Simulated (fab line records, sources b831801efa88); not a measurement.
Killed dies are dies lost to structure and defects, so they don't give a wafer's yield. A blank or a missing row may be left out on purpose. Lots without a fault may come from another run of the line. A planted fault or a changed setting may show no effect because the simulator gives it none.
Which tool did it? | flow gf180mcu | 14 lots, 42 wafers sampled, at 4 steps of a route of 602

WHAT THE GAUGES READ, wafer by wafer
GF_DUAL_GATE_OVL_MEAS_11.
lot  | measured     | on         | DUAL_GATE_OVL (nm)
L121 | day 8 07:37  | overlay-01 | -0.3 0.6 -1.3
L122 | day 8 12:35  | overlay-02 | 1.5 2.8 0.4
L123 | day 9 01:34  | overlay-01 | 4.6 4.4 2.7
L125 | day 9 11:42  | overlay-02 | 0.2 1.4 0.5
L126 | day 9 18:25  | overlay-02 | 0.0 3.4 1.1
L127 | day 10 03:45 | overlay-02 | 2.2 2.0 1.0
L128 | day 10 09:07 | overlay-02 | 4.3 4.6 3.0
L129 | day 10 15:47 | overlay-02 | -1.6 -1.0 -2.1
L130 | day 10 20:56 | overlay-01 | 1.7 1.3 1.1
L137 | day 13 01:09 | overlay-02 | -0.8 0.6 -0.1
L138 | day 13 05:19 | overlay-01 | -0.3 1.0 -1.2
L141 | day 14 04:55 | overlay-01 | -1.0 -0.2 -0.2
L142 | day 14 10:42 | overlay-02 | 2.3 0.1 1.1
L143 | day 14 21:12 | overlay-02 | 0.3 1.1 1.6

GF_SAB_CD_MEAS_09: target cd 420 nm.
lot  | measured     | on        | cd_nm (nm)
L121 | day 15 03:56 | cd_sem-02 | 420.6 419.6 420.6
L122 | day 15 10:12 | cd_sem-01 | 422.8 420.4 419.3
L123 | day 15 21:58 | cd_sem-01 | 423.3 423.2 425.6
L125 | day 16 14:41 | cd_sem-02 | 422.4 420.8 422.1
L126 | day 17 02:37 | cd_sem-01 | 424.1 424.4 422.5
L127 | day 17 08:43 | cd_sem-01 | 420.8 420.7 420.7
L128 | day 18 01:16 | cd_sem-01 | 422.0 421.4 422.6
L129 | day 18 06:17 | cd_sem-02 | 420.2 417.8 416.5
L130 | day 18 12:23 | cd_sem-01 | 419.1 420.2 423.1
L137 | day 20 23:29 | cd_sem-01 | 423.8 424.0 422.2
L138 | day 21 09:10 | cd_sem-01 | 415.6 415.4 418.1
L141 | day 22 08:22 | cd_sem-02 | 422.5 421.2 420.4
L142 | day 22 15:01 | cd_sem-02 | 421.6 422.7 421.2
L143 | day 23 00:31 | cd_sem-01 | 419.8 421.8 422.3

WHICH TOOL RAN EACH LOT (tool, then ch and the chambers of the sampled wafers, then the start)
lot  | GF_HV_LDD_IMPLANT_35            | GF_SAB_CVD_00
L121 | implanter-01 ch 0, day 11 14:10 | pecvd-03 ch 0,1,2, day 14 06:53
L122 | implanter-04 ch 0, day 11 20:18 | pecvd-01 ch 0,2, day 14 13:15
L123 | implanter-01 ch 0, day 12 06:54 | pecvd-04 ch 0,2, day 15 00:11
L125 | implanter-01 ch 0, day 12 21:31 | pecvd-03 ch 0,1,2, day 15 16:11
L126 | implanter-01 ch 0, day 13 08:04 | pecvd-04 ch 1,2, day 16 05:07
L127 | implanter-02 ch 0, day 13 14:21 | pecvd-04 ch 0,1, day 16 10:29
L128 | implanter-01 ch 0, day 14 01:54 | pecvd-04 ch 0,1,2, day 17 01:50
L129 | implanter-04 ch 0, day 14 08:45 | pecvd-03 ch 0,1,2, day 17 07:08
L130 | implanter-04 ch 0, day 14 13:21 | pecvd-03 ch 0,1,2, day 17 12:29
L137 | implanter-02 ch 0, day 16 20:52 | pecvd-01 ch 0,1, day 19 23:42
L138 | implanter-02 ch 0, day 17 02:46 | pecvd-01 ch 0,1,2, day 20 08:53
L141 | implanter-01 ch 0, day 18 04:34 | pecvd-04 ch 0,1,2, day 21 09:44
L142 | implanter-01 ch 0, day 18 10:23 | pecvd-03 ch 0,1, day 21 15:16
L143 | implanter-04 ch 0, day 18 21:32 | pecvd-01 ch 1,2, day 22 01:00
- GF_HV_LDD_IMPLANT_35
- GF_SAB_CVD_00: deposits SiO2 from TEOS, target thk 50 nm, time 4.9302 s.

WHAT THE TOOLS THEMSELVES READ (means of the sampled wafers that have a number; where no wafer has one, the mark that the record gives instead)
GF_HV_LDD_IMPLANT_35.
lot  | tool         | beam_energy_keV | dose_ions_cm2 | faraday_current_uA
L121 | implanter-01 | 60.021          | 7.5e+12       | 42.7
L122 | implanter-04 | 60.013          | 7.5e+12       | 42.2
L123 | implanter-01 | 60.031          | 7.5e+12       | 42.5
L125 | implanter-01 | 59.994          | 7.5e+12       | 41.5
L126 | implanter-01 | 59.990          | 7.5e+12       | 42.3
L127 | implanter-02 | 60.020          | 7.5e+12       | 42.6
L128 | implanter-01 | 59.983          | 7.5e+12       | 42.6
L129 | implanter-04 | 59.972          | 7.5e+12       | 42.0
L130 | implanter-04 | 60.001          | 7.5e+12       | 42.0
L137 | implanter-02 | 60.002          | 8.0e+12       | 45.4
L138 | implanter-02 | 59.988          | 8.0e+12       | 44.7
L141 | implanter-01 | 60.012          | 7.5e+12       | 41.2
L142 | implanter-01 | 59.994          | 7.5e+12       | 42.6
L143 | implanter-04 | 59.983          | 7.5e+12       | 41.2

GF_SAB_CVD_00.
lot  | tool     | heater_power_w (W)
L121 | pecvd-03 | 636
L122 | pecvd-01 | 649
L123 | pecvd-04 | 754
L125 | pecvd-03 | 579
L126 | pecvd-04 | 668
L127 | pecvd-04 | 697
L128 | pecvd-04 | 708
L129 | pecvd-03 | 639
L130 | pecvd-03 | 587
L137 | pecvd-01 | 595
L138 | pecvd-01 | 670
L141 | pecvd-04 | 727
L142 | pecvd-03 | 591
L143 | pecvd-01 | 679

THE ANSWER, worked out from the rows above alone
Rule: what is usual is taken from the lots themselves. Put in order of their means at a reading, lots are off if they are a third of the lots or fewer, leave a main group of 4 or more, and stand apart from it by a gap of 3 or more times the standard deviation of the main group's means; of several such gaps the widest counts. A main group whose means are all the same, to the digits that the tables above print for the reading, isn't used. A lot without any number at a reading at which 4 lots or more have one is off too. The other lots that the step has rows for count as sound. The gauges are gone through in route order, then the tools' own readings, and for those a lot's mean is taken as printed above. The first step at which some lot is off is used, and at that step the reading that is off furthest; a lot without a number counts as furthest.
Off: L137, L138, at GF_HV_LDD_IMPLANT_35 (faraday_current_uA). The main group: mean 42.1, standard deviation 0.53.
A tool fits if, at that step or a process step before it, it ran every lot that is off, and no sound lot after the first of them. One fits: implanter-02 at GF_HV_LDD_IMPLANT_35. Its last sound lot is L127 (day 13 14:21), its first lot that is off L137 (day 16 20:52): a fault that began between those two fits.
The tool's own readings at GF_HV_LDD_IMPLANT_35 bear it out: on the lots that are off they differ by more than 5 times the standard deviation of the sound lots' means. dose_ions_cm2 reads 8.0e+12 there against 7.5e+12 on the sound lots; faraday_current_uA reads 45.0 there against 42.1 on the sound lots.

WHAT THE SIMULATOR HAD PUT IN
Process parameter drift: implanter-02, from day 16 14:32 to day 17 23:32, at GF_HV_LDD_IMPLANT_35. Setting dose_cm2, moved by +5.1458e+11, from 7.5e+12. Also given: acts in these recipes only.
Lots struck among those shown: L137, L138. The rule above found the same.
